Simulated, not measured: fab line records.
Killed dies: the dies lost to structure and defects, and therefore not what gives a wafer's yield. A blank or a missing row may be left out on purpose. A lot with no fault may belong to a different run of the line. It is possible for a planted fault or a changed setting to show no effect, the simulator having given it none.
fab line records	flow gf180mcu
record: lots: 14	wafers: 42	last-day: 34
route steps=602 shown MVSD@75 HV_LDD@184 M1@320
lots that met no fault: from a run of the same line without faults
start-h: hours from the record's opening day to when the first of the lot's shown wafers began	wait-h: hours elapsed since this lot's preceding step	" identical to the entry in the row above	L1.1+2: one row covering several wafers at once	- no value, or no start was given	* or withheld: withheld	< > ~ a bound
route shown NAME@n: NAME is a module with steps in the file, n the number in the route of the first one	usual: the fault-free wafers' mean and standard deviation	same: alike in all rows	chamber/n: place in a boat	sites: per-site readings	_std_site: the standard deviation of these	_edge_site: mean of outer sites minus mean of inner sites	radius-mm: for every site, how far away it sits from the centre of the wafer	mask NAME#n: copy n	behind: the most recent tool/chamber to have shaped the wafer	hold: what put the lot on hold/how long, in hours/how the hold closed	device: the transistor (n, p or np) that didn't switch	end of line: the same wafers' tests at the end of the route	where a step has no rows: the recipe by itself	killed: dies lost to structure and defects at the first sort, not the wafer's yield	map: the dies of a wafer, with x for killed, . for not killed, _ for no die there
set.NAME: the setting as run; set.NAME@STEP: as run at that earlier step	model.NAME: the simulator's own value behind a step, which no gauge read
the route's steps for a sample of lots (tables are steps, rows are wafers)
services: when a tool's chamber went out of use (start-h, in hours from the record's first day, below 0 if earlier), for how many hours, and the reason
== steps ==
step: GF_MVSD_IMPLANT_09
recipe: species: P	energy-kev: 100	dose-cm2: 5e+12	tilt-deg: 0
usual: beam-on-s: 9.99/0.2	end-station-pressure-torr: 5.01e-06/2.4e-07	faraday-current-uA: 28.2/0.57
lot.wafer	tool	chamber	start-h	wait-h	beam-on-s	end-station-pressure-torr	faraday-current-uA
L295.4	implanter-03	0	83.09	0.1	10.20	4.64e-06	27.6
L295.5	"	0	"	"	10.01	4.78e-06	28.3
L295.6	"	0	"	"	9.85	4.83e-06	28.7
L296.1	implanter-01	0	89.17	0.1	10.13	5.07e-06	27.9
L296.2	"	0	"	"	9.97	4.89e-06	28.2
L296.4	"	0	"	"	9.97	5.07e-06	28.4
L297.2	implanter-01	0	93.65	0.1	9.89	4.72e-06	28.6
L297.4	"	0	"	"	9.98	4.67e-06	28.4
L297.5	"	0	"	"	10.11	4.96e-06	28.0
L298.1	implanter-03	0	98.82	0.1	10.13	5.09e-06	28.0
L298.3	"	0	"	"	9.92	4.9e-06	28.4
L298.5	"	0	"	"	10.03	4.9e-06	28.1
L299.1	implanter-01	0	105.43	0.1	9.84	4.89e-06	28.5
L299.4	"	0	"	"	9.89	4.77e-06	28.4
L299.5	"	0	"	"	9.93	4.55e-06	28.3
L300.1	implanter-02	0	112.59	0.1	9.93	4.95e-06	28.4
L300.2	"	0	"	"	9.99	5.34e-06	28.2
L300.3	"	0	"	"	9.52	5.02e-06	29.5
L302.1	implanter-01	0	125.17	0.1	10.09	5.38e-06	28.0
L302.2	"	0	"	"	9.95	4.89e-06	28.3
L302.4	"	0	"	"	9.72	5.14e-06	29.0
L304.1	implanter-02	0	135.78	0.1	9.77	5.07e-06	28.9
L304.4	"	0	"	"	10.02	5.23e-06	28.2
L304.6	"	0	"	"	9.91	4.7e-06	28.3
L305.3	implanter-03	0	140.47	0.1	10.12	4.99e-06	27.9
L305.4	"	0	"	"	10.12	5.15e-06	27.8
L305.5	"	0	"	"	9.87	4.84e-06	28.7
L308.3	implanter-02	0	158.02	0.1	12.24	4.74e-06	23.1
L308.4	"	0	"	"	11.87	4.85e-06	23.7
L308.6	"	0	"	"	11.99	5.05e-06	23.5
L309.4	implanter-02	0	161.77	0.1	11.90	4.89e-06	23.8
L309.5	"	0	"	"	11.91	5.01e-06	23.8
L309.6	"	0	"	"	12.13	5.05e-06	23.2
L315.3	implanter-03	0	201.54	0.1	10.27	5.4e-06	27.5
L315.4	"	0	"	"	10.36	5.17e-06	27.1
L315.5	"	0	"	"	10.07	4.85e-06	28.0
L316.1	implanter-01	0	206.38	0.1	10.00	4.7e-06	28.1
L316.4	"	0	"	"	9.80	5.36e-06	28.8
L316.5	"	0	"	"	10.33	4.98e-06	27.2
L317.3	implanter-01	0	211.23	0.1	10.22	4.89e-06	27.7
L317.5	"	0	"	"	10.10	5.46e-06	28.0
L317.6	"	0	"	"	10.03	5.27e-06	28.2
step: GF_VT_IMPLANT_RS_MEAS_46
recipe: thk-meas-gauge: four-point-probe
usual: MVSD_RS: 456.8/1.2
lot.wafer	tool	chamber	start-h	wait-h	MVSD_RS[ohm/sq]
L295.4	film-metro-04	-	158.64	0.1	458.4
L295.5	"	-	"	"	458.4
L295.6	"	-	"	"	457.3
L296.1	film-metro-03	-	163.89	0.1	455.3
L296.2	"	-	"	"	456.7
L296.4	"	-	"	"	456.7
L297.2	film-metro-03	-	169.75	0.1	456.6
L297.4	"	-	"	"	455.4
L297.5	"	-	"	"	455.4
L298.1	film-metro-01	-	175.90	0.1	456.7
L298.3	"	-	"	"	455.9
L298.5	"	-	"	"	454.8
L299.1	film-metro-04	-	184.44	0.1	459.1
L299.4	"	-	"	"	458.2
L299.5	"	-	"	"	457.2
L300.1	film-metro-01	-	192.39	0.1	455.8
L300.2	"	-	"	"	456.6
L300.3	"	-	"	"	455.3
L302.1	film-metro-03	-	206.19	0.1	456.4
L302.2	"	-	"	"	456.8
L302.4	"	-	"	"	456.7
L304.1	film-metro-03	-	221.89	0.2	455.1
L304.4	"	-	"	"	455.3
L304.6	"	-	"	"	455.9
L305.3	film-metro-04	-	225.03	0.1	456.9
L305.4	"	-	"	"	455.1
L305.5	"	-	"	"	456.7
L308.3	film-metro-04	-	247.57	0.1	443.7
L308.4	"	-	"	"	442.5
L308.6	"	-	"	"	443.7
L309.4	film-metro-04	-	251.26	0.1	445.4
L309.5	"	-	"	"	442.3
L309.6	"	-	"	"	443.7
L315.3	film-metro-04	-	296.82	0.1	458.0
L315.4	"	-	"	"	457.3
L315.5	"	-	"	"	457.3
L316.1	film-metro-04	-	302.48	0.1	457.7
L316.4	"	-	"	"	459.1
L316.5	"	-	"	"	458.7
L317.3	film-metro-04	-	307.33	0.1	457.1
L317.5	"	-	"	"	455.9
L317.6	"	-	"	"	456.1
step: GF_HV_LDD_OVL_MEAS_08
usual: HV_LDD_OVL: -1.1/1.3
lot.wafer	tool	chamber	start-h	wait-h	HV_LDD_OVL[nm]
L295.4	overlay-01	-	218.24	0.1	-0.6
L295.5	"	-	"	"	-2.7
L295.6	"	-	"	"	-0.7
L296.1	overlay-02	-	223.48	0.1	-0.7
L296.2	"	-	"	"	-2.4
L296.4	"	-	"	"	-2.0
L297.2	overlay-02	-	230.93	0.1	0.9
L297.4	"	-	"	"	-0.7
L297.5	"	-	"	"	-1.8
L298.1	overlay-02	-	237.28	0.1	0.4
L298.3	"	-	"	"	1.0
L298.5	"	-	"	"	1.8
L299.1	overlay-02	-	247.76	0.1	0.1
L299.4	"	-	"	"	-1.8
L299.5	"	-	"	"	0.9
L300.1	overlay-02	-	254.51	0.1	-3.5
L300.2	"	-	"	"	-0.8
L300.3	"	-	"	"	-3.2
L302.1	overlay-02	-	269.93	0.1	-2.2
L302.2	"	-	"	"	-2.8
L302.4	"	-	"	"	-2.4
L304.1	overlay-01	-	287.67	0.1	-1.2
L304.4	"	-	"	"	-1.0
L304.6	"	-	"	"	-0.7
L305.3	overlay-02	-	290.00	0.1	0.4
L305.4	"	-	"	"	1.4
L305.5	"	-	"	"	1.3
L308.3	overlay-02	-	316.13	0.1	-0.5
L308.4	"	-	"	"	-1.6
L308.6	"	-	"	"	-2.0
L309.4	overlay-02	-	318.73	0.1	0.3
L309.5	"	-	"	"	-0.2
L309.6	"	-	"	"	-1.4
L315.3	overlay-01	-	367.33	0.1	-0.6
L315.4	"	-	"	"	1.7
L315.5	"	-	"	"	-0.5
L316.1	overlay-02	-	376.12	0.1	-2.6
L316.4	"	-	"	"	-1.7
L316.5	"	-	"	"	-3.5
L317.3	overlay-01	-	381.58	0.1	-0.1
L317.5	"	-	"	"	-1.7
L317.6	"	-	"	"	0.7
step: GF_HV_LDD_CD_MEAS_31
recipe: target-cd-nm: 400
usual: cd-nm: 399.9/2.3
lot.wafer	tool	chamber	start-h	wait-h	cd-nm
L295.4	cd-sem-02	-	255.15	0.2	397.4
L295.5	"	-	"	"	398.0
L295.6	"	-	"	"	398.1
L296.1	cd-sem-02	-	261.24	0.1	399.5
L296.2	"	-	"	"	396.5
L296.4	"	-	"	"	401.1
L297.2	cd-sem-02	-	269.71	0.1	398.1
L297.4	"	-	"	"	397.8
L297.5	"	-	"	"	397.2
L298.1	cd-sem-02	-	275.34	0.1	400.2
L298.3	"	-	"	"	399.6
L298.5	"	-	"	"	398.7
L299.1	cd-sem-02	-	286.90	0.1	398.2
L299.4	"	-	"	"	399.1
L299.5	"	-	"	"	399.4
L300.1	cd-sem-02	-	294.28	0.2	401.4
L300.2	"	-	"	"	400.5
L300.3	"	-	"	"	401.1
L302.1	cd-sem-02	-	310.35	0.1	398.1
L302.2	"	-	"	"	397.7
L302.4	"	-	"	"	396.3
L304.1	cd-sem-01	-	328.75	0.1	402.4
L304.4	"	-	"	"	400.4
L304.6	"	-	"	"	403.1
L305.3	cd-sem-01	-	331.88	0.1	398.8
L305.4	"	-	"	"	397.6
L305.5	"	-	"	"	397.7
L308.3	cd-sem-01	-	358.79	0.1	400.7
L308.4	"	-	"	"	399.2
L308.6	"	-	"	"	399.3
L309.4	cd-sem-01	-	361.75	0.1	401.0
L309.5	"	-	"	"	401.2
L309.6	"	-	"	"	399.9
L315.3	cd-sem-02	-	413.49	0.1	403.4
L315.4	"	-	"	"	401.3
L315.5	"	-	"	"	404.8
L316.1	cd-sem-01	-	423.25	0.1	396.8
L316.4	"	-	"	"	398.7
L316.5	"	-	"	"	396.7
L317.3	cd-sem-02	-	428.78	0.1	398.6
L317.5	"	-	"	"	398.9
L317.6	"	-	"	"	400.4
step: GF_M1_RS_MEAS_05
recipe: thk-meas-gauge: four-point-probe	reads: TiN_of_M1_SPUTTER_04+Ti_of_M1_SPUTTER_03+AlCu_of_M1_SPUTTER_02+TiN_of_M1_SPUTTER_01+Ti_of_M1_SPUTTER_00
usual: M1_ALCU_RS: 0.0693/0.00063
lot.wafer	tool	chamber	start-h	wait-h	M1_ALCU_RS[ohm/sq]
L295.4	film-metro-04	-	367.11	0.1	0.0699
L295.5	"	-	"	"	0.0696
L295.6	"	-	"	"	0.0701
L296.1	film-metro-02	-	374.01	0.0	0.0692
L296.2	"	-	"	"	0.0686
L296.4	"	-	"	"	0.0683
L297.2	film-metro-02	-	385.19	0.0	0.0699
L297.4	"	-	"	"	0.0698
L297.5	"	-	"	"	0.0707
L298.1	film-metro-01	-	392.16	0.0	0.0692
L298.3	"	-	"	"	0.0694
L298.5	"	-	"	"	0.0695
L299.1	film-metro-01	-	403.69	0.0	0.0688
L299.4	"	-	"	"	0.0686
L299.5	"	-	"	"	0.0682
L300.1	film-metro-02	-	412.68	0.0	0.0689
L300.2	"	-	"	"	0.0692
L300.3	"	-	"	"	0.0686
L302.1	film-metro-01	-	434.65	0.0	0.0698
L302.2	"	-	"	"	0.0694
L302.4	"	-	"	"	0.0696
L304.1	film-metro-02	-	454.97	0.0	0.0690
L304.4	"	-	"	"	0.0690
L304.6	"	-	"	"	0.0692
L305.3	film-metro-02	-	458.99	0.1	0.0690
L305.4	"	-	"	"	0.0695
L305.5	"	-	"	"	0.0696
L308.3	film-metro-04	-	486.40	0.1	0.0704
L308.4	"	-	"	"	0.0702
L308.6	"	-	"	"	0.0698
L309.4	film-metro-01	-	489.12	0.1	0.0691
L309.5	"	-	"	"	0.0685
L309.6	"	-	"	"	0.0688
L315.3	film-metro-01	-	540.93	0.1	0.0687
L315.4	"	-	"	"	0.0688
L315.5	"	-	"	"	0.0690
L316.1	film-metro-02	-	552.37	0.0	0.0692
L316.4	"	-	"	"	0.0695
L316.5	"	-	"	"	0.0693
L317.3	film-metro-01	-	556.40	0.1	0.0689
L317.5	"	-	"	"	0.0680
L317.6	"	-	"	"	0.0686
== services ==
tool	chamber	start-h	hours	kind
implanter-01	-	68.83	1.5	repair
implanter-02	-	121.75	5.4	repair
implanter-01	-	186.57	3.5	repair
== key ==
first-sign: step: GF_MVSD_IMPLANT_09	reading: beam-on-s	direction: up	sigmas: 9.9	usual: 9.99	struck: 12.01
effect: step: GF_MVSD_IMPLANT_09	reading: faraday-current-uA	direction: down	sigmas: 8.3	usual: 28.2	struck: 23.5
effect: step: GF_VT_IMPLANT_RS_MEAS_46	reading: MVSD_RS	direction: down	sigmas: 11	usual: 456.8	struck: 443.6
met-at GF_MVSD_IMPLANT_09
struck-lots L308,L309
tester-left-out L308,L309
not-acting-at GF_HV_LDD_OVL_MEAS_08,GF_HV_LDD_CD_MEAS_31,GF_M1_RS_MEAS_05
onset-between 135.78 158.02
fault: kind: process-parameter-drift	tool: implanter-02	chamber: -	onset-h: 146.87	steps: GF_MVSD_IMPLANT_09	channel: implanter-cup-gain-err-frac	offset: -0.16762	shape: step	end-h: 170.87
tester-left-out: of these lots the tester's yield and bins aren't shown, on N5 and GAA mostly nor the transistor test; their killed dies are dies lost to structure and defects alone, not to doping, threshold or leakage, so they don't give the yield
